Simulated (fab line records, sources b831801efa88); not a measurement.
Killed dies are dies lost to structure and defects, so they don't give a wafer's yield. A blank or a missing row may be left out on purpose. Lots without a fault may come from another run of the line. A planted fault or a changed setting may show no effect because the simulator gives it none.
A struck lot beside a sound one | flow sky130 | 15 steps out of a route of 708
Sound: wafers L611.1, L611.3, L611.4. Struck: wafers L619.1, L619.4, L619.6. The cause comes at the end.
At each step with rows: each side's tool, then ch and its chambers, then its first start. Under that, the readings that differ: sound wafers | struck wafers | difference of the means | sigmas: that difference in standard deviations of wafers without a fault.
alike: readings whose means differ by less than 2 such deviations, and words and numbers that are the same on both sides. not compared: withheld readings, readings that some wafer has no value for, bounds like >300 that may hide the same value, and numbers for which the record gives no deviation and whose values overlap.
The two part at a step that has a row with sigmas, a row that says differs or no value, or rows on one side only. Numbers that don't overlap but have no deviation are shown without sigmas and don't part them. A reading that every wafer of one side lacks parts them only if that side has two wafers or more.

first, 6 steps without rows for these wafers: SKY_VIA4_HMDS_05 (prime time 60 s); SKY_VIA4_COAT_06 (resist thk 1140 nm); SKY_VIA4_SOFTBAKE_07 (time 60 s); SKY_VIA4_EXPOSE_08 (exposes mask VIM4, target cd 800 nm); SKY_VIA4_PEB_09; SKY_VIA4_DEVELOP_10 (develop time 60 s).
SKY_VIA4_OVL_MEAS_11:
  sound on overlay-01, day 44 04:29; struck on overlay-01, day 46 06:44
  alike: VIA4_OVL
SKY_VIA4_ETCH_12: etches SiO2 in C4F8/O2/Ar, stops on TiN, target depth 580 nm.
  sound on rie_diel-01 ch 0,1,2, day 44 04:32; struck on rie_diel-03 ch 0,1, day 46 06:47
  alike: oes_product_au
SKY_VIA4_STRIP_13: strips in O2/N2.
  sound on plasma_asher-01 ch 0,1, day 44 04:36; struck on plasma_asher-03 ch 1, day 46 06:51
  alike: drypump_motor_current_A, oes_product_au, strip_time_to_endpoint_s
  not compared: rf_hours_counter_h
then, 3 steps without rows for these wafers: SKY_VIA4_STRIP_14 (strips in post etch residue remover, time 1200 s); SKY_VIA4_CLEAN_15 (cleans in IPA, time 180 s); SKY_VIA4_CLEAN_16 (cleans in O3/DIW).
SKY_VIA4_SPUTTER_17: material TiN, target thk 20 nm, time 80 s.
  sound on pvd_sputter-04, day 44 05:11; struck on pvd_sputter-03, day 46 07:29
  reading                                  | sound            | struck            | difference | sigmas
  model.TiN_of_VIA4_SPUTTER_17.thk_nm (nm) | 20.24 20.32 20.7 | 19.15 18.93 18.94 | -1.41      |
  alike: throttle_valve_pct
SKY_VIA4_CVD_18: deposits W, target thk 505 nm, time 152.14 s.
  sound on cvd_w-01 ch 0,1, day 44 05:15; struck on cvd_w-01 ch 1, day 46 07:32
  alike: chamber_pressure_Torr, heater_power_w
-- the record jumps here: 3 days lie between the struck wafers' starts before and after (it left off in module VIA4 and takes up again in module PAD_OPEN, whose first step shown is number 708 of the route) --
SKY_PAD_OPEN_PROBE_99:
  sound on prober-02, day 47 02:29; struck on prober-01, day 48 22:56
  alike: defect_limited_yield, killed_at_M0_to_M3, killed_at_M4_up, killed_at_contacts, killed_at_front_end, killed_at_other, killed_dies, killed_open, killed_short, sort_bin_3_pad_short, sort_bin_5_function, sort_bin_6_memory, sort_n_pass, sort_yield_pct

WHERE THEY PART
Nowhere in this record.

WHY: what the simulator had put in
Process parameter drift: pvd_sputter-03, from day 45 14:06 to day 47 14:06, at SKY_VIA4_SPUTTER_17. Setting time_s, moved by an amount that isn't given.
